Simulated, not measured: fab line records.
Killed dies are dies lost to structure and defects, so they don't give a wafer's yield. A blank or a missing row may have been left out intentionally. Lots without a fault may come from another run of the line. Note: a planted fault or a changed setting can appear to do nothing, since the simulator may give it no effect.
A single fault, viewed from 2 desks    flow gf180mcu    each desk has only its own numbers; what lay behind them comes last

THE TOOL OWNER'S DESK: plasmaAsher-04
The tool's own readings at GF_M2_STRIP_17 (strips in O2/N2): means of the sampled wafers that have a number, for each lot that ran on this tool. Marked OUT: a lot whose mean sits more than 4 standard deviations from the usual mean, which makes it out of limits; the brackets give that distance.
Columns: A = drypumpMotorCurrentA at GF_M2_STRIP_17, usual 6.05 A; B = heaterPowerW at GF_M2_STRIP_17, usual 355 W; C = oesProductAu at GF_M2_STRIP_17, usual 0.536 a.u.; D = stripTimeToEndpointS at GF_M2_STRIP_17, usual 7.37 s
lot   first seen here  A     B    C      D
L182  day 22 15:37     5.91  363  0.535  7.33
L184  day 23 12:34     5.92  380  0.536  7.36
L187  day 24 09:02     5.89  362  0.535  7.34
L188  day 24 17:29     5.91  362  0.537  7.33
This desk's verdict: no lot among the 4 shows anything out of limits.

METROLOGY DESK
What the gauges read, lot by lot, whatever tool the lot ran on: means of the sampled wafers that have a number. Marked OUT: a lot whose mean sits more than 4 standard deviations from the usual mean, which makes it out of limits; the brackets give that distance.
Columns: A = V3_BOW at GF_V3_BOW_MEAS_05, usual 116 um; B = V3_W_RS at GF_V3_RS_MEAS_24, usual 0.328 ohm/sq; C = M4_ALCU_THK at GF_M4_THK_MEAS_06, usual 463 nm
lot   first seen here  A    B      C
L173  day 21 06:35     125  0.322  466
L175  day 22 03:50     116  0.327  467
L176  day 22 17:51     117  0.330  461
L177  day 23 01:28     102  0.331  462
L178  day 23 07:17     113  0.334  466
L179  day 23 15:12     105  0.326  466
L180  day 24 01:37     118  0.331  468
L181  day 24 09:49     110  0.332  460
L182  day 24 16:15     116  0.334  464
L183  day 25 03:23     123  0.330  451
L184  day 25 12:39     113  0.332  469
L187  day 26 08:39     126  0.325  471
L188  day 26 16:07     115  0.322  464
This desk's verdict: no lot among the 13 shows anything out of limits.

ALL TOGETHER
Nothing out of limits was seen by the tool owner's desk.
Metrology desk: nothing out of limits seen.

WHAT HAD BEEN PUT IN BY THE SIMULATOR
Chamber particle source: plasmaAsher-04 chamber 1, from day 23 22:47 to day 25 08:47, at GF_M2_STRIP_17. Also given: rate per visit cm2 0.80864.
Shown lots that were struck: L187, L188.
